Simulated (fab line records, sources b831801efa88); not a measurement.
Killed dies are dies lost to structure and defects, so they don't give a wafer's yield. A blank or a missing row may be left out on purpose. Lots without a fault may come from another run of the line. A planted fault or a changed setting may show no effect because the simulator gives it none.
Which tool did it? | flow gf180mcu | 14 lots, 42 wafers sampled, at 2 steps of a route of 602

WHAT THE GAUGES READ, wafer by wafer
GF_M3_OVL_MEAS_15.
lot  | measured     | on         | M3_OVL (nm)
L956 | day 22 06:27 | overlay-01 | -15 -14 -8
L957 | day 22 13:41 | overlay-02 | -5 -3 -4
L959 | day 23 09:11 | overlay-01 | 4 11 7
L960 | day 24 01:23 | overlay-02 | 2 3 1
L961 | day 24 06:53 | overlay-02 | -3 1 -5
L964 | day 24 23:29 | overlay-01 | -2 2 -4
L969 | day 26 14:02 | overlay-01 | 2 5 -1
L970 | day 26 19:02 | overlay-01 | -5 -1 1
L971 | day 27 04:08 | overlay-02 | 3 3 2
L972 | day 27 09:38 | overlay-01 | -5 -5 -4
L973 | day 27 14:38 | overlay-01 | -4 -6 -10
L974 | day 27 23:35 | overlay-01 | 6 -1 2
L976 | day 28 16:11 | overlay-01 | -10 -5 -3
L978 | day 29 02:14 | overlay-01 | -1 7 -4

WHICH TOOL RAN EACH LOT (tool, then ch and the chambers of the sampled wafers, then the start)
lot  | GF_V2_CVD_23
L956 | cvd_w-01 ch 0,1, day 21 05:37
L957 | cvd_w-01 ch 0,1, day 21 13:14
L959 | cvd_w-02 ch 0,1, day 22 09:07
L960 | cvd_w-01 ch 0, day 23 01:46
L961 | cvd_w-01 ch 0,1, day 23 06:43
L964 | cvd_w-01 ch 0,1, day 24 00:17
L969 | cvd_w-01 ch 0, day 25 15:32
L970 | cvd_w-02 ch 0,1, day 25 21:17
L971 | cvd_w-02 ch 0,1, day 26 06:35
L972 | cvd_w-02 ch 0,1, day 26 12:10
L973 | cvd_w-02 ch 0,1, day 26 18:05
L974 | cvd_w-02 ch 0,1, day 27 03:00
L976 | cvd_w-02 ch 0,1, day 27 19:59
L978 | cvd_w-02 ch 0,1, day 28 05:50
- GF_V2_CVD_23: deposits W, target thk 350 nm, time 104.94 s.

WHAT THE TOOLS THEMSELVES READ (means of the sampled wafers that have a number; where no wafer has one, the mark that the record gives instead)
GF_V2_CVD_23.
lot  | tool     | heater_power_w (W)
L956 | cvd_w-01 | 789
L957 | cvd_w-01 | 796
L959 | cvd_w-02 | 881
L960 | cvd_w-01 | 762
L961 | cvd_w-01 | 798
L964 | cvd_w-01 | 772
L969 | cvd_w-01 | 760
L970 | cvd_w-02 | 838
L971 | cvd_w-02 | 822
L972 | cvd_w-02 | 834
L973 | cvd_w-02 | 833
L974 | cvd_w-02 | 847
L976 | cvd_w-02 | 842
L978 | cvd_w-02 | 884

THE ANSWER, worked out from the rows above alone
Rule: what is usual is taken from the lots themselves. Put in order of their means at a reading, lots are off if they are a third of the lots or fewer, leave a main group of 4 or more, and stand apart from it by a gap of 3 or more times the standard deviation of the main group's means; of several such gaps the widest counts. A main group whose means are all the same, to the digits that the tables above print for the reading, isn't used. A lot without any number at a reading at which 4 lots or more have one is off too. The other lots that the step has rows for count as sound. The gauges are gone through in route order, then the tools' own readings, and for those a lot's mean is taken as printed above. The first step at which some lot is off is used, and at that step the reading that is off furthest; a lot without a number counts as furthest.
No lot is off at any reading shown: from this, nothing can be told.

WHAT THE SIMULATOR HAD PUT IN
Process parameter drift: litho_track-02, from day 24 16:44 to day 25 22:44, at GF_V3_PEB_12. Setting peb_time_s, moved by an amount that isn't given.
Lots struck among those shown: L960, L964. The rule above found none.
